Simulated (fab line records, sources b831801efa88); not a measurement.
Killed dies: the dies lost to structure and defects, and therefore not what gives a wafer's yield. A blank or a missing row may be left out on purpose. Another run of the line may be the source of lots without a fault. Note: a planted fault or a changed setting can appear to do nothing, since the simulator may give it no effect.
Which of the tools did it? :: flow sky130 :: 21 wafers from 7 lots sampled at 2 of the route's 708 steps

== WHAT THE GAUGES READ, wafer by wafer ==
SKY_METAL2_OVL_MEAS_16.
lot: L505
measured: day 36 11:47
on: overlay-01
METAL2_OVL (nm): 1 10 2

lot: L512
measured: day 37 18:37
on: overlay-02
METAL2_OVL (nm): 5 5 5

lot: L515
measured: day 38 06:44
on: overlay-01
METAL2_OVL (nm): 6 4 -3

lot: L519
measured: day 39 11:47
on: overlay-01
METAL2_OVL (nm): -3 -3 7

lot: L521
measured: day 40 08:16
on: overlay-01
METAL2_OVL (nm): 2 1 8

lot: L524
measured: day 41 06:52
on: overlay-02
METAL2_OVL (nm): 4 -6 0

lot: L527
measured: day 42 00:38
on: overlay-01
METAL2_OVL (nm): -4 7 7

== WHAT TOOL EACH LOT RAN ON (gives the tool, then ch and the chambers of the sampled wafers, and finally the start) ==
lot: L505
SKY_METAL2_SPUTTER_03: pvd sputter-02, day 35 08:50

lot: L512
SKY_METAL2_SPUTTER_03: pvd sputter-02, day 36 16:14

lot: L515
SKY_METAL2_SPUTTER_03: pvd sputter-03, day 37 05:31

lot: L519
SKY_METAL2_SPUTTER_03: pvd sputter-01, day 38 10:44

lot: L521
SKY_METAL2_SPUTTER_03: pvd sputter-02, day 39 07:46

lot: L524
SKY_METAL2_SPUTTER_03: pvd sputter-03, day 40 06:19

lot: L527
SKY_METAL2_SPUTTER_03: pvd sputter-02, day 41 01:11
- SKY_METAL2_SPUTTER_03: material Ti, target thk 5 nm, time 3.3 s.

== THE ANSWER, worked out from the rows above alone ==
Rule: the usual values come from the lots themselves. Put in order of their means at a reading, lots are off if they are a third of the lots or fewer, leave a main group of 4 or more, and stand apart from it by a gap of 3 or more times the standard deviation of the main group's means; of several such gaps the widest counts. If all means in a main group match to the digits the tables above print for the reading, that group is not used. A lot without any number at a reading at which 4 lots or more have one is off too. Where the step has rows for the other lots, those lots are counted as sound.
No lot is off at any reading shown: from this, nothing can be told.

== WHAT HAD BEEN PUT IN BY THE SIMULATOR ==
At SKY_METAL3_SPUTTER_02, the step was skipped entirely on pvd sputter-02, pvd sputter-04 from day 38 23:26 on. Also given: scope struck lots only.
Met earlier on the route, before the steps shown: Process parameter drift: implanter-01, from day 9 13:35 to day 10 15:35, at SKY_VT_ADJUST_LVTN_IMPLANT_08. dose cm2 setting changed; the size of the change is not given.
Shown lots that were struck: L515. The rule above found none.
